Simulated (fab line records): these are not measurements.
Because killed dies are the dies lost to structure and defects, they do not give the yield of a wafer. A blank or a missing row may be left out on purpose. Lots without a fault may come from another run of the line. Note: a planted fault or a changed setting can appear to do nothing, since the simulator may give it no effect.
Code-filled problem report in 8D (eight disciplines) form    flow gf180mcu    the parts of the form that need people (team, actions taken, sign-off) are left out

## 1. PROBLEM STATEMENT
GF_POLY_GATE_ETCH_13, oes_product_au: mean 0.819 a.u. over 1 wafer from 1 lot; wafers with no fault: 0.985 a.u., standard deviation 0.008. That puts it -21 standard deviations away from the usual mean.
The step: etches poly-Si in HBr/Cl2, stops on SiO2, target depth 198.5 nm, time 69.6 s.
First observed at day 13 00:05: wafer L571.5, on rie_si-02. At this step, 15 wafers from 5 lots have a number in the record. Rule for "out", or "out of limits": more than 4 standard deviations from the usual mean. The other wafers with a number count as sound.

## 2. WHAT IT IS, WHAT IT ISN'T
question                     is                 is not
which readings at this step  oes_product_au     HBr_flow_sccm, drypump_motor_current_A, throttle_valve_pct
which lots                   L571               L565, L566, L573, L580
which wafers of those lots   L571.5             L571.1, L571.4
read on which tools          rie_si-02          rie_si-01
when                         from day 13 00:05  up to then (8 sound wafers); but 6 sound wafers of L573, L580 came after

## 3. SUSPECTS, AND WHAT RULES EACH OUT
Counting: any tool at a process step up to the reading remains a suspect provided it ran every lot that is out. Sound lots after the first of them don't rule it out here, since some wafers of a struck lot are sound.
- rie_diel-03 at GF_POLY_GATE_ETCH_12 (etches BARC in N2/H2): kept. L571, the lot that is out, went through it at day 13 00:02; up to then, the latest sound lot through it was L566 at day 11 08:38.
- rie_si-02 at GF_POLY_GATE_ETCH_13 (etches poly-Si in HBr/Cl2, stops on SiO2, target depth 198.5 nm, time 69.6 s): kept. L571, the lot that is out, went through it at day 13 00:05; up to then, the latest sound lot through it was L566 at day 11 08:41. Out on those wafers are its own readings of oes_product_au.
- rie_diel-03, GF_POLY_GATE_ETCH_12: wafers that are out in chamber 3, sound lot-mates in chambers 0, 1.
- rie_si-02, GF_POLY_GATE_ETCH_13: wafers that are out in chamber 1, sound lot-mates in chambers 2, 3.
Remaining after the count are rie_diel-03 at GF_POLY_GATE_ETCH_12 and rie_si-02 at GF_POLY_GATE_ETCH_13.

## 4. THE CAUSE (what the simulator had put in)
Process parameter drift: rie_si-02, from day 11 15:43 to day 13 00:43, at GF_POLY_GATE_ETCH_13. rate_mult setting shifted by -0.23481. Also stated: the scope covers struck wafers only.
This tool is one of the 2 suspects left after counting.

## 5. THE CHAIN OF EFFECTS, in route order
Each row: a reading whose mean over the struck wafers that have a number lies more than 3 standard deviations from the usual. Only readings for which the record gives a usual standard deviation are gone through. hours: the time from each lot's start at the first step in this table that gives one to its start at this step, as a median over the lots. sigmas: the change in usual standard deviations.
hours  step                  reading         usual       on struck wafers  change  sigmas
0      GF_POLY_GATE_ETCH_13  oes_product_au  0.985 a.u.  0.819             -0.166  -21
Here are the process steps it includes:
- GF_POLY_GATE_ETCH_13: etches poly-Si in HBr/Cl2, stops on SiO2, target depth 198.5 nm, time 69.6 s.

## 6. WHAT WOULD HAVE CAUGHT IT SOONER
In this record the first reading out of limits was taken at day 13 00:05, 32 hours after the fault began at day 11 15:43.
